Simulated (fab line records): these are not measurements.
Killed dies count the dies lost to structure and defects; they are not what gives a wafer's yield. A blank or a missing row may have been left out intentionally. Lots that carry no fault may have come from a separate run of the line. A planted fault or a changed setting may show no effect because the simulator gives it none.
Struck lot and sound lot, side by side / flow sfqLine / 18 steps out of a route of 325
Sound: these wafers, L910.3, L910.4, L910.6. Wafers L917.2, L917.3, L917.6 were the ones struck. The cause is given at the end.
Each step with rows lists, per side, the tool, then ch with its chambers, then its first start. Under that, the readings that differ: sound wafers / struck wafers / difference of the means / sigmas: that difference in standard deviations of wafers without a fault.
alike: readings with means less than 2 such deviations apart, plus words and numbers identical on both sides. not compared: withheld readings, readings lacking a value on some wafer, bounds such as >300 that could conceal the same value, and numbers that have no deviation in the record and whose values overlap.
The two part at a step that has a row with sigmas, a row that says differs or no value, or rows on one side only. Numbers that don't overlap but have no deviation are shown without sigmas and don't part them. A reading missing from all wafers of one side parts the sides only when that side holds two or more wafers.

first, 3 steps without rows for these wafers: SFQ_TRILAYER_R5_LITHO_EXPOSE_137 (exposes mask R5, target cd 500 nm); SFQ_TRILAYER_R5_LITHO_PEB_139 (peb time 60 s); SFQ_TRILAYER_R5_LITHO_DEVELOP_138 (time 60 s).
SFQ_R5_OVL_MEAS_935:
  sound: overlay-02 at day 49 02:06; struck: overlay-02 at day 51 05:14
  alike: R5_OVL
SFQ_TRILAYER_R5_BARC_OPEN_METAL_ETCH_177: etches BARC in O2, target depth 125 nm, time 41.7 s.
  sound on rieMetal-04 ch 0,1, day 49 02:08; struck on rieMetal-03 ch 0,1, day 51 05:16
  alike: drypumpMotorCurrentA, oesProductAu
  not compared: rfHoursCounterH
SFQ_TRILAYER_R5_ETCH_METAL_ETCH_139: etches the open film in Cl2, stops on SiO2, target depth 60 nm, time 40 s.
  sound on rieMetal-04 ch 0,1, day 49 02:12; struck on rieMetal-03 ch 0,1, day 51 05:20
  alike: drypumpMotorCurrentA, oesProductAu
  not compared: rfHoursCounterH
SFQ_TRILAYER_R5_STRIP_STRIP_140: strips in O2.
  sound on rieMetal-04 ch 0,1, day 49 02:26; struck on rieMetal-03 ch 0,1, day 51 05:23
  alike: drypumpMotorCurrentA, oesProductAu
  not compared: rfHoursCounterH
then, 1 step without rows for these wafers: SFQ_TRILAYER_R5_STRIP_SOLV_CLEAN_141 (cleans in NMP, time 600 s).
SFQ_TRILAYER_A5C_DEP_PECVD_142: deposits SiO2 from SiH4/N2O, time 15.556 s, target thk 70 nm.
  sound on pecvd-03 ch 0,1,2, day 49 03:01; struck on pecvd-03 ch 1,2, day 51 06:10
  alike: heaterPowerW, throttleValvePct
then, 3 steps without rows for these wafers: SFQ_TRILAYER_I5_LITHO_COAT_149 (resist thk 62 nm); SFQ_TRILAYER_I5_LITHO_COAT_144 (resist thk 650 nm); SFQ_TRILAYER_I5_LITHO_SOFTBAKE_148.
SFQ_TRILAYER_I5_LITHO_EXPOSE_145: exposes mask I5, target cd 700 nm.
  sound on krfScanner-02 ch 0, day 50 05:58; struck on krfScanner-02 ch 0, day 52 15:44
reading=exposureDoseMJCm2; sound=21.323 21.337 21.280; struck=20.847 20.823 20.834; difference=-0.479; sigmas=-21
  alike: mask, reticleTempC
then, 2 steps without rows for these wafers: SFQ_TRILAYER_I5_LITHO_PEB_147 (peb time 60 s); SFQ_TRILAYER_I5_LITHO_DEVELOP_146 (time 60 s).
SFQ_I5_OVL_MEAS_936:
  sound: overlay-01 at day 50 07:04; struck: overlay-02 at day 52 17:02
  alike: I5_OVL
SFQ_TRILAYER_I5_BARC_OPEN_VIA_ETCH_200: etches BARC in O2, target depth 125 nm, time 41.7 s.
  sound on rieDiel-01 ch 0,1, day 50 07:05; struck on rieDiel-01 ch 0,1,2, day 52 17:04
reading=model.I5.cdNm (nm); sound=699.8 698.2 699.5; struck=697.5 695.7 694.3; difference=-3.3; sigmas=
  alike: drypumpMotorCurrentA, oesProductAu
  not compared: rfHoursCounterH
SFQ_TRILAYER_I5_ETCH_VIA_ETCH_147: etches the open film in CHF3, stops on Nb, target depth 360 nm.
  sound on rieDiel-01 ch 0,1, day 50 07:08; struck on rieDiel-01 ch 0,1,2, day 52 17:07
  alike: drypumpMotorCurrentA, oesProductAu

== WHERE THEY PART ==
At SFQ_TRILAYER_I5_LITHO_EXPOSE_145 and nowhere else, as far as this record goes. Later steps at which nothing parts them and some readings are alike: SFQ_I5_OVL_MEAS_936, SFQ_TRILAYER_I5_BARC_OPEN_VIA_ETCH_200, SFQ_TRILAYER_I5_ETCH_VIA_ETCH_147.

WHY: whatever the simulator had introduced
Process parameter drift: krfScanner-02, from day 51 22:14 on, at SFQ_TRILAYER_I5_LITHO_EXPOSE_145. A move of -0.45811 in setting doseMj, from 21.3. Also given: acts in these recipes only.
